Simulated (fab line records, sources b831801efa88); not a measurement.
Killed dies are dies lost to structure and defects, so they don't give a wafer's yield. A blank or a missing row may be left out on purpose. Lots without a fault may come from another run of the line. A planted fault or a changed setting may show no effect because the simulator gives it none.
fab line records | flow gf180mcu
record lots=24 wafers=72 last_day=34
route steps=602 shown V4@498 V5@541 PASSIVATION@598
lots that met no fault: from a run of the same line without faults
start_h: hours from the record's first day to the start of the lot's first wafer shown | wait_h: hours since the lot's step before | " the same as in the row above | L1.1+2: a row that stands for several wafers | - no value, or no start given | * or withheld: withheld | < > ~ a bound
route shown NAME@n: a module of which the file shows steps, and the number in the route of the first | usual: mean/standard deviation of fault-free wafers | same: alike in all rows | chamber/n: place in a boat | sites: the reading at each site | _std_site: their standard deviation | _edge_site: outer sites' mean less inner sites' | radius_mm: how far each site lies from the wafer's centre | mask NAME#n: copy n | behind: the tool/chamber that last shaped the wafer | hold: why the lot was held/for how many hours/how that ended | device: the transistor (n, p or np) that didn't switch | end of line: the same wafers' tests at the end of the route | a step without rows: its recipe alone | killed: dies lost to structure and defects at the first sort, not the wafer's yield | map: a wafer's dies, x killed, . not, _ none there
set.NAME: the setting as run; set.NAME@STEP: as run at that earlier step | model.NAME: the simulator's own value behind a step, which no gauge read
steps of the route over a sample of lots; a table a step, a row a wafer
services: from which hour (start_h, from the record's first day; less than 0 if before it) a tool's chamber was out of use, for how many hours, and why
## steps
# step GF_V4_SPUTTER_22
# recipe material=TiN target_thk_nm=10 chamber_pressure_pa=5 power_w=4000 time_s=40
# usual cathode_dc_power_W=4000.0/0.74 throttle_valve_pct=29.9/1.2
# columns lot.wafer tool chamber start_h wait_h cathode_dc_power_W throttle_valve_pct
L074.2 pvd_sputter-02 - 565.46 0.0 4000.3 30.9
L074.3 " - " " 3998.5 30.2
L074.5 " - " " 4000.7 31.3
L075.2 pvd_sputter-02 - 578.69 0.0 3999.4 29.0
L075.4 " - " " 4001.0 31.2
L075.5 " - " " 4000.6 28.8
L076.2 pvd_sputter-04 - 584.67 0.0 4001.2 28.8
L076.4 " - " " 4000.3 32.5
L076.5 " - " " 4000.1 29.6
L077.1 pvd_sputter-02 - 589.33 0.0 3999.8 31.5
L077.4 " - " " 4000.3 28.6
L077.6 " - " " 3999.9 28.6
L078.2 pvd_sputter-02 - 604.07 0.0 3999.7 30.9
L078.3 " - " " 4000.2 28.8
L078.6 " - " " 4000.8 28.6
L079.2 pvd_sputter-04 - 604.78 0.0 3999.7 32.8
L079.3 " - " " 3999.6 29.7
L079.6 " - " " 3999.3 29.9
L080.3 pvd_sputter-04 - 622.32 0.0 4000.8 30.0
L080.5 " - " " 3999.3 29.4
L080.6 " - " " 4000.6 32.6
L081.1 pvd_sputter-04 - 627.80 0.0 3999.2 29.4
L081.3 " - " " 3999.5 32.7
L081.5 " - " " 4000.6 29.5
L082.1 pvd_sputter-02 - 643.46 0.0 4000.1 30.3
L082.2 " - " " 3998.7 28.7
L082.6 " - " " 3999.2 31.7
L083.2 pvd_sputter-02 - 646.86 0.0 3998.5 28.7
L083.4 " - " " 4000.4 30.1
L083.5 " - " " 4000.2 31.5
L084.3 pvd_sputter-02 - 650.71 0.0 4001.4 31.3
L084.4 " - " " 4000.7 30.2
L084.6 " - " " 4000.5 31.3
L085.2 pvd_sputter-01 - 666.75 0.0 3999.4 27.9
L085.3 " - " " 3999.2 29.1
L085.5 " - " " 4000.6 27.4
L086.1 pvd_sputter-01 - 671.68 0.0 4000.0 28.8
L086.3 " - " " 3999.3 30.3
L086.4 " - " " 3999.8 29.3
L087.2 pvd_sputter-01 - 684.67 0.0 4000.5 27.9
L087.5 " - " " 3999.4 30.6
L087.6 " - " " 3999.6 28.8
L089.2 pvd_sputter-01 - 690.17 0.0 4000.4 27.8
L089.4 " - " " 3999.2 29.2
L089.6 " - " " 3999.4 27.6
L088.2 pvd_sputter-01 - 690.79 0.0 3999.4 29.3
L088.3 " - " " 3999.4 30.6
L088.6 " - " " 3998.5 29.6
L090.2 pvd_sputter-04 - 692.57 0.0 4000.0 29.2
L090.3 " - " " 4001.0 32.5
L090.4 " - " " 4000.9 30.0
L092.2 pvd_sputter-01 - 709.02 0.0 4000.3 28.1
L092.3 " - " " 3999.2 30.5
L092.5 " - " " 3998.7 30.2
L091.1 pvd_sputter-01 - 709.97 0.0 3999.4 29.4
L091.2 " - " " 3999.8 30.5
L091.4 " - " " 4000.3 29.5
L093.1 pvd_sputter-02 - 712.61 0.0 4001.3 28.8
L093.3 " - " " 3999.1 31.0
L093.6 " - " " 4000.3 30.8
L094.2 pvd_sputter-04 - 716.36 0.0 4001.5 32.7
L094.5 " - " " 3999.2 30.0
L094.6 " - " " 4000.6 32.6
L095.2 pvd_sputter-02 - 728.11 0.0 4000.4 31.3
L095.4 " - " " 4000.3 30.2
L095.6 " - " " 3999.4 30.7
L096.3 pvd_sputter-02 - 732.91 0.0 4000.0 28.6
L096.4 " - " " 4000.2 30.0
L096.5 " - " " 4000.3 30.7
L097.1 pvd_sputter-01 - 734.96 0.0 4000.3 30.6
L097.4 " - " " 3999.3 28.6
L097.5 " - " " 4000.2 28.8
# step GF_V5_THK_MEAS_01
# recipe reads=SiO2_of_V5_CVD_00
# usual V5_CVD_00_THK=299.8/3
# columns lot.wafer tool chamber start_h wait_h V5_CVD_00_THK[nm]
L074.2 film_metro-04 - 609.59 0.0 299.8
L074.3 " - " " 294.8
L074.5 " - " " 301.6
L075.2 film_metro-04 - 623.69 0.0 300.1
L075.4 " - " " 301.4
L075.5 " - " " 297.4
L076.2 film_metro-04 - 629.53 0.0 294.7
L076.4 " - " " 299.7
L076.5 " - " " 300.7
L077.1 film_metro-04 - 632.75 0.0 296.9
L077.4 " - " " 299.7
L077.6 " - " " 298.4
L078.2 film_metro-02 - 647.83 0.0 297.7
L078.3 " - " " 297.3
L078.6 " - " " 299.0
L079.2 film_metro-04 - 648.39 0.0 300.8
L079.3 " - " " 299.6
L079.6 " - " " 299.8
L080.3 film_metro-02 - 664.61 0.0 301.7
L080.5 " - " " 300.1
L080.6 " - " " 302.4
L081.1 film_metro-02 - 669.78 0.0 298.8
L081.3 " - " " 296.6
L081.5 " - " " 300.9
L082.1 film_metro-04 - 684.38 0.0 302.4
L082.2 " - " " 302.3
L082.6 " - " " 295.7
L083.2 film_metro-02 - 688.21 0.1 302.5
L083.4 " - " " 295.9
L083.5 " - " " 303.1
L084.3 film_metro-03 - 691.74 0.0 296.1
L084.4 " - " " 297.9
L084.6 " - " " 301.1
L085.2 film_metro-04 - 707.19 0.0 302.8
L085.3 " - " " 304.2
L085.5 " - " " 297.8
L086.1 film_metro-04 - 711.17 0.0 298.3
L086.3 " - " " 303.8
L086.4 " - " " 300.6
L087.2 film_metro-02 - 723.05 0.0 296.7
L087.5 " - " " 297.4
L087.6 " - " " 302.1
L089.2 film_metro-03 - 728.14 0.0 301.8
L089.4 " - " " 302.8
L089.6 " - " " 302.3
L088.2 film_metro-03 - 728.84 0.0 305.2
L088.3 " - " " 300.9
L088.6 " - " " 298.6
L090.2 film_metro-04 - 732.14 0.0 296.2
L090.3 " - " " 295.9
L090.4 " - " " 296.1
L092.2 film_metro-04 - 748.95 0.0 303.6
L092.3 " - " " 302.0
L092.5 " - " " 298.3
L091.1 film_metro-03 - 750.00 0.0 302.8
L091.2 " - " " 297.7
L091.4 " - " " 301.6
L093.1 film_metro-02 - 750.52 0.0 303.3
L093.3 " - " " 303.5
L093.6 " - " " 301.9
L094.2 film_metro-02 - 754.49 0.0 298.6
L094.5 " - " " 303.1
L094.6 " - " " 297.5
L095.2 film_metro-03 - 763.42 0.0 304.1
L095.4 " - " " 299.6
L095.6 " - " " 301.4
L096.3 film_metro-03 - 769.81 0.0 300.5
L096.4 " - " " 298.2
L096.5 " - " " 293.4
L097.1 film_metro-02 - 771.14 0.0 303.3
L097.4 " - " " 300.9
L097.5 " - " " 300.1
# step GF_V5_ETCH_16
# recipe chemistry=N2/H2 target_depth_a=withheld overetch_a=withheld time_s=withheld target=BARC ion_energy_ev=200 source_w=500 bias_w=100 pressure_mtorr=30 n2_flow_sccm=100 h2_flow_sccm=200
# usual drypump_motor_current_A=5.9/0.32 oes_product_au=0.855/0.005 rf_fwd_power_W=494.8/2.4 throttle_valve_pct=13.225/0.0099
# columns lot.wafer tool chamber start_h wait_h drypump_motor_current_A oes_product_au rf_fwd_power_W throttle_valve_pct
L074.2 rie_diel-01 0 630.19 0.0 5.5 0.852 489.9 13.210
L074.3 " 2 " " 5.5 0.846 493.6 13.225
L074.5 " 3 " " 5.9 0.860 494.6 13.215
L075.2 rie_diel-01 0 644.95 0.0 5.5 0.863 490.6 13.231
L075.4 " 3 " " 5.9 0.853 495.5 13.239
L075.5 " 2 " " 5.5 0.856 493.7 13.235
L076.2 rie_diel-03 1 650.33 0.0 6.2 0.854 495.9 13.209
L076.4 " 3 " " 5.7 0.863 498.3 13.212
L076.5 " 2 " " 5.8 0.855 493.0 13.224
L077.1 rie_diel-02 2 653.41 0.0 6.4 0.849 495.3 13.232
L077.4 " 3 " " 5.8 0.855 494.7 13.237
L077.6 " 1 " " 5.8 0.863 492.9 13.208
L078.2 rie_diel-02 0 668.33 0.0 6.5 0.855 495.2 13.235
L078.3 " 3 " " 5.8 0.849 498.8 13.210
L078.6 " 3 " " 5.8 0.856 498.9 13.210
L079.2 rie_diel-03 3 668.71 0.0 5.7 0.857 496.8 13.206
L079.3 " 0 " " 6.0 0.854 494.5 13.225
L079.6 " 0 " " 6.0 0.856 496.6 13.231
L080.3 rie_diel-03 2 684.55 0.0 5.8 0.861 495.4 13.220
L080.5 " 2 " " 5.8 0.853 495.2 13.235
L080.6 " 0 " " 6.0 0.864 494.6 13.228
L081.1 rie_diel-01 0 689.66 0.0 5.5 0.857 489.9 13.229
L081.3 " 1 " " 5.6 0.860 495.3 13.231
L081.5 " 3 " " 6.0 0.851 492.8 13.226
L082.1 rie_diel-01 3 703.31 0.0 6.0 0.857 495.1 13.244
L082.2 " 0 " " 5.5 0.846 491.8 13.212
L082.6 " 1 " " 5.6 0.851 494.2 13.223
L083.2 rie_diel-03 2 707.88 0.0 5.8 0.849 495.2 13.219
L083.4 " 3 " " 5.6 0.856 498.8 13.219
L083.5 " 2 " " 5.8 0.848 494.2 13.243
L084.3 rie_diel-02 3 711.70 0.0 5.8 0.854 496.2 13.219
L084.4 " 2 " " 6.3 0.859 497.3 13.227
L084.6 " 0 " " 6.5 0.859 495.6 13.227
L085.2 rie_diel-02 0 727.16 0.0 6.5 0.853 497.0 13.228
L085.3 " 1 " " 5.8 0.851 490.5 13.225
L085.5 " 2 " " 6.4 0.853 494.5 13.219
L086.1 rie_diel-01 0 730.16 0.0 5.5 0.857 492.4 13.215
L086.3 " 3 " " 6.0 0.858 491.1 13.240
L086.4 " 1 " " 5.6 0.850 494.3 13.215
L087.2 rie_diel-01 1 740.86 0.0 5.6 0.855 497.0 13.228
L087.5 " 1 " " 5.6 0.859 496.8 13.227
L087.6 " 2 " " 5.5 0.857 492.5 13.216
L089.2 rie_diel-02 0 746.48 0.0 6.5 0.861 496.3 13.227
L089.4 " 3 " " 5.8 0.860 497.1 13.235
L089.6 " 2 " " 6.3 0.849 493.8 13.232
L088.2 rie_diel-02 2 747.48 0.0 6.3 0.859 496.6 13.240
L088.3 " 3 " " 5.8 0.852 497.0 13.199
L088.6 " 2 " " 6.3 0.856 495.5 13.227
L090.2 rie_diel-02 3 749.90 0.0 5.8 0.847 496.7 13.220
L090.3 " 2 " " 6.3 0.849 496.3 13.227
L090.4 " 1 " " 5.8 0.848 493.0 13.236
L092.2 rie_diel-01 0 766.70 0.0 5.5 0.859 490.8 13.231
L092.3 " 3 " " 6.0 0.862 494.9 13.232
L092.5 " 0 " " 5.5 0.861 490.1 13.207
L091.1 rie_diel-03 1 767.38 0.0 6.3 0.859 498.0 13.215
L091.2 " 0 " " 6.0 0.858 498.2 13.233
L091.4 " 2 " " 5.8 0.868 494.3 13.215
L093.1 rie_diel-02 3 768.37 0.0 5.8 0.858 495.8 13.237
L093.3 " 2 " " 6.4 0.848 496.7 13.233
L093.6 " 3 " " 5.8 0.854 496.0 13.221
L094.2 rie_diel-01 1 773.51 0.0 5.6 0.855 496.9 13.225
L094.5 " 1 " " 5.6 0.852 496.1 13.222
L094.6 " 2 " " 5.5 0.867 495.3 13.219
L095.2 rie_diel-02 1 780.34 0.0 5.8 0.859 493.3 13.218
L095.4 " 0 " " 6.5 0.852 498.0 13.224
L095.6 " 2 " " 6.4 0.849 498.2 13.212
L096.3 rie_diel-03 0 786.38 0.0 6.0 0.848 492.6 13.221
L096.4 " 2 " " 5.8 0.856 497.5 13.237
L096.5 " 3 " " 5.6 0.855 494.0 13.235
L097.1 rie_diel-03 3 787.86 0.0 5.6 0.855 492.8 13.218
L097.4 " 0 " " 6.0 0.853 496.1 13.223
L097.5 " 3 " " 5.6 0.854 496.3 13.229
# step GF_V5_ETCH_17
# recipe chemistry=C4F8/O2/Ar mask_material=KrF target=SiO2 stop_on=TiN source_w=1500 bias_w=1200 pressure_mtorr=40 c4f8_flow_sccm=withheld O2_flow_sccm=6 Ar_flow_sccm=300 time_s=withheld target_depth_a=8550
# usual oes_product_au=0.859/0.0045 rf_fwd_power_W=1494/5.4
# columns lot.wafer tool chamber start_h wait_h oes_product_au rf_fwd_power_W
L074.2 rie_diel-01 0 - - 0.863 1495
L074.3 " 2 " " 0.863 1494
L074.5 " 3 " " 0.850 1493
L075.2 rie_diel-01 0 - - 0.860 1494
L075.4 " 3 " " 0.858 1491
L075.5 " 2 " " 0.852 1495
L076.2 rie_diel-03 1 - - 0.861 1490
L076.4 " 3 " " 0.867 1494
L076.5 " 2 " " 0.866 1499
L077.1 rie_diel-02 2 - - 0.857 1499
L077.4 " 3 " " 0.855 1498
L077.6 " 1 " " 0.859 1498
L078.2 rie_diel-02 0 - - 0.860 1493
L078.3 " 3 " " 0.862 1501
L078.6 " 3 " " 0.865 1498
L079.2 rie_diel-03 3 - - 0.868 1495
L079.3 " 0 " " 0.863 1498
L079.6 " 0 " " 0.864 1496
L080.3 rie_diel-03 2 - - 0.856 1500
L080.5 " 2 " " 0.858 1497
L080.6 " 0 " " 0.855 1481
L081.1 rie_diel-01 0 - - 0.863 1495
L081.3 " 1 " " 0.853 1503
L081.5 " 3 " " 0.858 1478
L082.1 rie_diel-01 3 - - 0.856 1488
L082.2 " 0 " " 0.858 1492
L082.6 " 1 " " 0.854 1499
L083.2 rie_diel-03 2 - - 0.858 1497
L083.4 " 3 " " 0.857 1500
L083.5 " 2 " " 0.859 1505
L084.3 rie_diel-02 3 - - 0.850 1498
L084.4 " 2 " " 0.859 1500
L084.6 " 0 " " 0.860 1497
L085.2 rie_diel-02 0 - - 0.860 1500
L085.3 " 1 " " 0.869 1495
L085.5 " 2 " " 0.862 1491
L086.1 rie_diel-01 0 - - 0.855 1498
L086.3 " 3 " " 0.851 1489
L086.4 " 1 " " 0.863 1490
L087.2 rie_diel-01 1 - - 0.851 1498
L087.5 " 1 " " 0.862 1491
L087.6 " 2 " " 0.864 1489
L089.2 rie_diel-02 0 - - 0.858 1495
L089.4 " 3 " " 0.856 1492
L089.6 " 2 " " 0.852 1497
L088.2 rie_diel-02 2 - - 0.858 1501
L088.3 " 3 " " 0.858 1500
L088.6 " 2 " " 0.855 1501
L090.2 rie_diel-02 3 - - 0.863 1499
L090.3 " 2 " " 0.859 1497
L090.4 " 1 " " 0.853 1487
L092.2 rie_diel-01 0 - - 0.868 1487
L092.3 " 3 " " 0.859 1494
L092.5 " 0 " " 0.857 1490
L091.1 rie_diel-03 1 - - 0.854 1499
L091.2 " 0 " " 0.863 1493
L091.4 " 2 " " 0.864 1490
L093.1 rie_diel-02 3 - - 0.867 1492
L093.3 " 2 " " 0.858 1496
L093.6 " 3 " " 0.861 1492
L094.2 rie_diel-01 1 - - 0.858 1495
L094.5 " 1 " " 0.859 1497
L094.6 " 2 " " 0.857 1491
L095.2 rie_diel-02 1 - - 0.861 1490
L095.4 " 0 " " 0.865 1501
L095.6 " 2 " " 0.859 1494
L096.3 rie_diel-03 0 - - 0.857 1487
L096.4 " 2 " " 0.856 1487
L096.5 " 3 " " 0.861 1489
L097.1 rie_diel-03 3 - - 0.857 1490
L097.4 " 0 " " 0.864 1494
L097.5 " 3 " " 0.845 1500
# step GF_V5_SPUTTER_22
# recipe material=TiN target_thk_nm=10 chamber_pressure_pa=5 power_w=4000 time_s=40
# usual cathode_dc_power_W=4000.1/0.78 throttle_valve_pct=30.0/1.3
# columns lot.wafer tool chamber start_h wait_h cathode_dc_power_W throttle_valve_pct
L074.2 pvd_sputter-01 - 630.93 0.0 3999.8 30.5
L074.3 " - " " 3999.7 29.3
L074.5 " - " " 3999.8 30.0
L075.2 pvd_sputter-04 - 645.73 0.0 3999.0 32.6
L075.4 " - " " 4000.5 29.0
L075.5 " - " " 4000.5 32.7
L076.2 pvd_sputter-03 - 651.08 0.0 3999.5 31.8
L076.4 " - " " 4000.5 30.4
L076.5 " - " " 3999.6 31.6
L077.1 pvd_sputter-04 - 654.50 0.0 3999.1 29.9
L077.4 " - " " 3999.9 29.5
L077.6 " - " " 4000.2 29.7
L078.2 pvd_sputter-01 - 669.19 0.0 4000.9 27.7
L078.3 " - " " 4001.1 28.6
L078.6 " - " " 4000.6 28.0
L079.2 pvd_sputter-01 - 669.47 0.0 3999.9 28.9
L079.3 " - " " 4000.2 27.8
L079.6 " - " " 3999.5 30.4
L080.3 pvd_sputter-03 - 685.29 0.0 4000.3 29.9
L080.5 " - " " 4000.2 31.9
L080.6 " - " " 3999.4 29.9
L081.1 pvd_sputter-03 - 690.42 0.0 4001.6 29.8
L081.3 " - " " 3999.0 29.7
L081.5 " - " " 4001.3 29.8
L082.1 pvd_sputter-04 - 704.07 0.0 4000.7 29.2
L082.2 " - " " 3999.4 29.5
L082.6 " - " " 4000.2 29.1
L083.2 pvd_sputter-04 - 708.79 0.0 3999.3 29.8
L083.4 " - " " 3999.4 32.7
L083.5 " - " " 3999.5 29.6
L084.3 pvd_sputter-04 - 712.44 0.0 4000.6 29.3
L084.4 " - " " 4000.1 29.7
L084.6 " - " " 3999.7 32.4
L085.2 pvd_sputter-01 - 727.91 0.0 4002.2 30.7
L085.3 " - " " 3999.2 28.8
L085.5 " - " " 3999.7 29.3
L086.1 pvd_sputter-01 - 730.91 0.0 3999.2 30.4
L086.3 " - " " 4001.3 27.8
L086.4 " - " " 4000.3 28.7
L087.2 pvd_sputter-04 - 741.61 0.0 4000.2 29.9
L087.5 " - " " 4000.9 32.6
L087.6 " - " " 4000.3 29.6
L089.2 pvd_sputter-03 - 747.27 0.0 4000.4 30.0
L089.4 " - " " 4000.7 30.5
L089.6 " - " " 4000.2 29.8
L088.2 pvd_sputter-03 - 748.52 0.0 4000.6 31.8
L088.3 " - " " 4000.0 29.8
L088.6 " - " " 4000.9 29.7
L090.2 pvd_sputter-03 - 750.73 0.0 3998.8 30.4
L090.3 " - " " 4001.0 31.7
L090.4 " - " " 4000.1 29.9
L092.2 pvd_sputter-04 - 767.44 0.0 4000.8 32.7
L092.3 " - " " 4000.2 29.8
L092.5 " - " " 3999.3 32.6
L091.1 pvd_sputter-04 - 768.18 0.0 4000.7 29.0
L091.2 " - " " 4000.2 29.6
L091.4 " - " " 3999.9 32.7
L093.1 pvd_sputter-03 - 769.14 0.0 4001.7 31.6
L093.3 " - " " 3999.5 30.6
L093.6 " - " " 3999.5 31.9
L094.2 pvd_sputter-01 - 774.63 0.0 4001.0 30.4
L094.5 " - " " 4000.2 30.4
L094.6 " - " " 4001.3 29.2
L095.2 pvd_sputter-03 - 781.09 0.0 3999.6 29.7
L095.4 " - " " 3999.5 30.4
L095.6 " - " " 4000.2 31.8
L096.3 pvd_sputter-03 - 787.14 0.0 3999.3 29.8
L096.4 " - " " 3999.1 29.6
L096.5 " - " " 4000.0 29.8
L097.1 pvd_sputter-01 - 788.64 0.0 4000.8 30.3
L097.4 " - " " 4000.6 27.7
L097.5 " - " " 4000.5 27.8
# step GF_PASSIVATION_ETCH_11
# recipe chemistry=CF4/O2 target_depth_nm=1800 stop_on=TiN source_w=800 bias_w=150 pressure_mtorr=150 cf4_flow_sccm=80 O2_flow_sccm=10 time_s=400
# usual drypump_motor_current_A=5.95/0.29 oes_product_au=0.964/0.0071 rf_fwd_power_W=799.2/2.7 throttle_valve_pct=5.959/0.0092
# columns lot.wafer tool chamber start_h wait_h drypump_motor_current_A oes_product_au rf_fwd_power_W rf_hours_counter_h throttle_valve_pct
L074.2 rie_diel-02 1 672.79 - 5.78 0.961 797.7 36 5.959
L074.3 " 3 " " 5.78 0.964 795.0 3 5.967
L074.5 " 0 " " 6.47 0.973 795.8 - 5.942
L075.2 rie_diel-03 0 686.24 - 6.00 0.968 802.2 11 5.948
L075.4 " 0 " " 6.02 0.967 801.1 - 5.976
L075.5 " 1 " " 6.24 0.966 803.2 - 5.965
L076.2 rie_diel-03 0 691.91 - 6.02 0.958 798.5 12 5.940
L076.4 " 1 " " 6.22 0.966 799.2 - 5.963
L076.5 " 0 " " 6.02 0.978 799.7 - 5.948
L077.1 rie_diel-02 2 695.21 - 6.33 0.949 797.3 19 5.954
L077.4 " 1 " " 5.79 0.965 797.9 37 5.954
L077.6 " 0 " " 6.48 0.970 800.4 - 5.963
L078.2 rie_diel-04 2 709.21 - 5.40 0.947 797.4 17 5.961
L078.3 " 0 " " 6.19 0.961 798.7 10 5.957
L078.6 " 2 " " 5.42 0.964 795.3 - 5.956
L079.2 rie_diel-02 0 709.56 - 6.46 0.964 798.3 18 5.960
L079.3 " 1 " " 5.78 0.958 801.5 38 5.955
L079.6 " 0 " " 6.44 0.970 798.3 - 5.973
L080.3 rie_diel-02 2 723.09 - 6.36 0.953 797.1 20 5.949
L080.5 " 0 " " 6.46 0.963 800.7 - 5.958
L080.6 " 3 " " 5.81 0.967 800.4 - 5.965
L081.1 rie_diel-04 0 729.01 - 6.20 0.973 801.6 11 5.948
L081.3 " 1 " " 5.84 0.962 802.4 10 5.967
L081.5 " 3 " " 5.97 0.978 795.4 - 5.974
L082.1 rie_diel-04 3 743.54 - 5.96 0.961 797.1 8 5.964
L082.2 " 2 " " 5.40 0.968 798.7 18 5.957
L082.6 " 1 " " 5.84 0.961 797.4 - 5.962
L083.2 rie_diel-04 3 748.46 - 5.95 0.959 796.8 8 5.967
L083.4 " 0 " " 6.21 0.966 803.4 12 5.976
L083.5 " 1 " " 5.81 0.970 797.3 - 5.958
L084.3 rie_diel-04 3 750.09 - 5.97 0.951 806.1 9 5.953
L084.4 " 2 " " 5.41 0.972 797.2 19 5.956
L084.6 " 1 " " 5.83 0.969 797.8 - 5.975
L085.2 rie_diel-03 2 763.81 - 5.83 0.960 796.3 10 5.968
L085.3 " 1 " " 6.24 0.966 801.9 23 5.968
L085.5 " 1 " " 6.24 0.966 797.6 - 5.970
L086.1 rie_diel-04 0 766.11 - 6.18 0.961 799.5 13 5.961
L086.3 " 1 " " 5.85 0.965 802.4 12 5.967
L086.4 " 2 " " 5.42 0.974 800.5 19 5.961
L087.2 rie_diel-02 1 776.36 - 5.79 0.960 799.4 42 5.970
L087.5 " 1 " " 5.78 0.975 798.7 - 5.953
L087.6 " 0 " " 6.46 0.962 801.1 - 5.963
L089.2 rie_diel-04 2 781.14 - 5.40 0.962 798.0 20 5.959
L089.4 " 3 " " 5.94 0.966 798.0 10 5.967
L089.6 " 0 " " 6.20 0.970 802.2 - 5.950
L088.2 rie_diel-03 1 782.09 - 6.24 0.964 793.4 24 5.944
L088.3 " 3 " " 5.63 0.963 798.3 13 5.946
L088.6 " 2 " " 5.78 0.985 806.1 - 5.974
L090.2 rie_diel-02 2 787.04 - 6.35 0.948 798.7 24 5.950
L090.3 " 1 " " 5.80 0.951 798.1 42 5.952
L090.4 " 3 " " 5.80 0.959 797.5 8 5.948
L092.2 rie_diel-03 0 801.05 - 5.98 0.952 795.6 15 5.952
L092.3 " 1 " " 6.23 0.963 799.2 24 5.949
L092.5 " 2 " " 5.78 0.970 797.4 - 5.949
L091.1 rie_diel-04 0 801.40 - 6.20 0.965 804.7 15 5.949
L091.2 " 3 " " 5.96 0.966 801.8 11 5.943
L091.4 " 3 " " 5.96 0.968 799.7 - 5.969
L093.1 rie_diel-03 2 802.69 - 5.81 0.965 798.4 12 5.963
L093.3 " 0 " " 6.02 0.966 798.1 15 5.967
L093.6 " 0 " " 5.99 0.964 799.4 - 5.969
L094.2 rie_diel-03 1 808.41 - 6.25 0.966 798.0 25 5.958
L094.5 " 3 " " 5.65 0.970 801.7 - 5.963
L094.6 " 2 " " 5.83 0.974 801.6 - 5.956
L095.2 rie_diel-04 3 813.91 - 5.97 0.958 806.1 12 5.962
L095.4 " 2 " " 5.40 0.975 799.5 21 5.975
L095.6 " 2 " " 5.37 0.970 800.0 - 5.959
L096.3 rie_diel-04 2 819.50 - 5.43 0.962 799.5 22 5.968
L096.4 " 0 " " 6.21 0.972 799.6 - 5.956
L096.5 " 2 " " 5.45 0.968 800.3 - 5.957
L097.1 rie_diel-04 2 820.84 - 5.42 0.956 798.4 22 5.968
L097.4 " 0 " " 6.18 0.964 798.9 - 5.971
L097.5 " 2 " " 5.42 0.963 798.8 - 5.971
## services
# columns tool chamber start_h hours kind
rie_diel-02 3 572.12 51.8 repair
rie_diel-01 2 586.16 6.9 repair
rie_diel-04 0 594.97 95.4 repair
rie_diel-04 3 613.66 9.9 repair
pvd_sputter-01 - 663.52 0.7 repair
pvd_sputter-01 - 676.78 0.7 repair
rie_diel-01 1 677.17 8.7 repair
rie_diel-03 3 683.25 21.8 repair
rie_diel-04 - 685.21 15.6 pm
pvd_sputter-04 - 689.17 1.6 repair
pvd_sputter-02 - 690.16 10.4 repair
rie_diel-02 - 704.96 2.8 pm
rie_diel-03 - 715.90 15.6 pm
rie_diel-01 1 721.30 5.5 repair
rie_diel-04 2 727.22 3.2 repair
rie_diel-03 - 743.52 5.4 repair
rie_diel-02 3 759.33 3.0 repair
pvd_sputter-04 - 777.32 11.3 repair
rie_diel-01 - 778.97 2.8 pm
rie_diel-04 2 793.91 12.8 repair
rie_diel-04 - 794.62 2.8 pm
rie_diel-02 2 804.00 1.2 repair
rie_diel-01 0 807.97 8.5 repair
rie_diel-04 3 815.65 6.6 repair
## key
fault none
